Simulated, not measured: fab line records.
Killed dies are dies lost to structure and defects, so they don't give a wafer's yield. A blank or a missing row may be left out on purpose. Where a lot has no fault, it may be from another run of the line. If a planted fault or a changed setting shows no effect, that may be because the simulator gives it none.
One fault seen from 2 desks / flow sky130 / every desk sees just its own numbers, and what lay behind them comes last

FROM THE METROLOGY DESK
What the gauges read for every lot (on any tool): the sampled wafers with a number, averaged. A lot is out of limits, marked OUT, if its mean lies more than 4 standard deviations from the usual mean; the brackets give that distance.
Columns: A = GATE_OXIDE_OVL at SKY_GATE_OXIDE_OVL_MEAS_10, usual -0.1 nm; B = GATE_OXIDE_TW at SKY_GATE_OXIDE_TW_MEAS_14, usual 224.9
lot=L649; first seen here=day 13 23:22; A=0.3; B=226.7
lot=L652; first seen here=day 14 22:28; A=-0.7; B=222.2
lot=L653; first seen here=day 14 22:31; A=0.9; B=227.1
lot=L657; first seen here=day 16 17:22; A=3.5; B=226.1
lot=L664; first seen here=day 19 08:14; A=-1.5; B=224.5
lot=L671; first seen here=day 21 10:16; A=-1.2; B=224.1
Result from this desk: across the 6 lots, nothing is out of limits.

FOR THE TOOL OWNER'S DESK: furnace-01
The tool's own readings at SKY_GATE_OXIDE_OXIDATION_16 (stabilise 600 s, purge 300 s, target thk 3.57 nm): means of the sampled wafers that have a number, for each lot that ran on this tool. A lot is out of limits, marked OUT, if its mean lies more than 4 standard deviations from the usual mean; the brackets give that distance.
Columns: A = spike tc bottom C at SKY_GATE_OXIDE_OXIDATION_16, usual 820.0 C; B = spike tc centre C at SKY_GATE_OXIDE_OXIDATION_16, usual 801.1 C; C = spike tc lower C at SKY_GATE_OXIDE_OXIDATION_16, usual 801.0 C; D = spike tc upper C at SKY_GATE_OXIDE_OXIDATION_16, usual 799.1 C; E = tube center temp C at SKY_GATE_OXIDE_OXIDATION_16, usual 799.99 C; F = tube_center_temp_C_max at SKY_GATE_OXIDE_OXIDATION_16, usual 802.1; G = zone power bottom pct at SKY_GATE_OXIDE_OXIDATION_16, usual 19.2 %
lot=L652; first seen here=day 14 23:29; A=829.7 (+6.9) OUT; B=810.7 (+7.4) OUT; C=809.7 (+9.3) OUT; D=807.7 (+8.6) OUT; E=809.17 (+99 or more) OUT; F=811.2 (+25) OUT; G=19.1
lot=L653; first seen here=day 14 23:29; A=828.8 (+6.3) OUT; B=811.0 (+7.6) OUT; C=810.0 (+9.6) OUT; D=807.3 (+8.2) OUT; E=809.15 (+99 or more) OUT; F=811.1 (+25) OUT; G=18.9
lot=L664; first seen here=day 19 09:30; A=820.2; B=800.9; C=801.2; D=799.2; E=799.97; F=802.1; G=18.4
lot=L671; first seen here=day 21 10:45; A=819.6; B=802.3; C=801.9; D=799.5; E=799.97; F=801.9; G=18.6
This desk's verdict: out of limits on L652, L653, starting with L652 at day 14 23:29 (spike tc bottom C at SKY_GATE_OXIDE_OXIDATION_16). L664, L671 stayed within limits.

PUT TOGETHER
On L652, L653, at day 14 23:29, an alarm was possible from the tool owner's desk.
Nothing out of limits was seen by the metrology desk.
The metrology desk has L652, L653 on record, within its limits.
SKY_GATE_OXIDE_OXIDATION_16 was run on furnace-01 by each of the lots named.

WHAT THE SIMULATOR HAD PUT IN
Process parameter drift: furnace-01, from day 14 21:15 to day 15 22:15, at SKY_GATE_OXIDE_OXIDATION_16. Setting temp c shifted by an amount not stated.
Shown lots that were struck: L652, L653.
Delay in hours, fault start to first out-of-limits reading, by desk: the tool owner's desk at 2.
